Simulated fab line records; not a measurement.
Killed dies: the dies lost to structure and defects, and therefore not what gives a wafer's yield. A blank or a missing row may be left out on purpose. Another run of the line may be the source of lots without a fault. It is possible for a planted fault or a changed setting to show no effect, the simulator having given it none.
A lot that was struck, set against a sound lot	flow sky130	16 steps out of a route of 708
Sound: wafers L718.1, L718.2, L718.5. Wafers L725.1, L725.2, L725.3 were the ones struck. At the end, the cause is stated.
Each step with rows lists, per side, the tool, then ch with its chambers, then its first start. Under that, the readings that differ: sound wafers	struck wafers	difference of the means	sigmas: that difference in standard deviations of wafers without a fault.
alike: readings with means less than 2 such deviations apart, plus words and numbers identical on both sides. not compared: withheld readings, readings lacking a value on some wafer, bounds such as >300 that could conceal the same value, and numbers that have no deviation in the record and whose values overlap.
A row with sigmas, a row that says differs or no value, or rows on one side alone: a step with any of these is where the two part. Numbers that have no deviation but don't overlap get no sigmas and don't part them. Lack of a reading on every wafer of one side parts them only where that side has two or more wafers.

first, 8 steps without rows for these wafers: SKY_CONTACT_DEHYDRATE_06 (time 60 s); SKY_CONTACT_HMDS_07 (prime time 60 s); SKY_CONTACT_COAT_08 (resist thk 60 nm); SKY_CONTACT_COAT_09 (resist thk 450 nm); SKY_CONTACT_SOFTBAKE_10 (time 90 s); SKY_CONTACT_EXPOSE_11 (exposes mask CTM1, target cd 170 nm); SKY_CONTACT_PEB_12; SKY_CONTACT_DEVELOP_13 (develop time 60 s).
SKY_CONTACT_CD_MEAS_14 targets a cd of 170 nm.
  sound on cdSem-01 at day 34 20:32; struck on cdSem-01 at day 37 06:50
  alike: cdNm
SKY_CONTACT_OVL_MEAS_15:
  sound on overlay-01 at day 34 20:40; struck on overlay-01 at day 37 06:58
  alike: CONTACT_OVL
SKY_CONTACT_ETCH_16: etches BARC in N2/H2, stops on SiO2, time 45.9 s, target depth 60 nm.
  sound on rieDiel-01 ch 0,1, day 34 20:41; struck on rieDiel-01 ch 0,2,3, day 37 06:59
  alike: biasW, chamberPressureMTorr, drypumpMotorCurrentA, oesProductAu, throttleValvePct
  not compared: rfHoursCounterH
SKY_CONTACT_ETCH_17: etches SiO2 in C4F8/O2/Ar, stops on Si3N4, target depth 340 nm.
  sound on rieDiel-01 ch 0,1, day 34 20:44; struck on rieDiel-01 ch 0,2,3, day 37 07:02
  alike: biasW, chamberPressureMTorr, oesProductAu
SKY_CONTACT_ETCH_18: etches Si3N4 in CHF3/O2, stops on TiN, time 39 s, target depth 75 nm.
  sound on rieDiel-01 ch 0,1, day 34 20:00; struck on rieDiel-01 ch 0,2,3, day 37 07:00
  no value came back on the struck wafers for any of 5 readings (O2_flow_sccm (sccm), biasW (W) and others); on the sound wafers O2_flow_sccm (sccm) reads 5.019 4.987 5.012
reading	sound	struck	difference	sigmas
model.KrF-thick_of_CONTACT_COAT_09.thkNm (nm)	244.6 238.7 243	327.4 324 329.1	+84.7	
  not compared: rfHoursCounterH
SKY_CONTACT_STRIP_19: strips in O2/N2.
  sound on plasmaAsher-01 ch 0,1, day 34 20:49; struck on plasmaAsher-04 ch 0,1, day 37 07:08
reading	sound	struck	difference	sigmas
oesProductAu (a.u.)	0.384 0.380 0.383	0.415 0.414 0.418	+0.033	+6
stripTimeToEndpointS (s)	3.62 3.58 3.61	4.52 4.47 4.51	+0.90	+25
  alike: drypumpMotorCurrentA
  not compared: rfHoursCounterH
then, 1 step without rows for these wafers: SKY_CONTACT_STRIP_20 (strips in post etch residue remover, time 1200 s).
-- the record jumps here: 13 days lie between the struck wafers' starts before and after (it left off in module CONTACT and takes up again in module PAD_OPEN, whose first step shown is number 708 of the route) --
SKY_PAD_OPEN_PROBE_99:
  sound on prober-02 at day 48 04:58; struck on prober-01 at day 49 22:26
reading	sound	struck	difference	sigmas
killedAtContacts	20 21 21	430 415 427	+403	+72
killedDies	88 79 78	492 492 492	+410	+44
killedOnRim	23 10 17	96 96 96	+79	+22
  alike: killed_at_M0_to_M3, killed_at_M4_up, killedAtFrontEnd, killedAtOther, killedOpen, killedShort

WHERE THEY PART
At SKY_CONTACT_ETCH_18 first; at SKY_PAD_OPEN_PROBE_99 last (within this record only).

WHY: the cause the simulator had injected
Skipped step whole: rieDiel-01, from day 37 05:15 on, at SKY_CONTACT_ETCH_18. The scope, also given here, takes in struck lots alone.
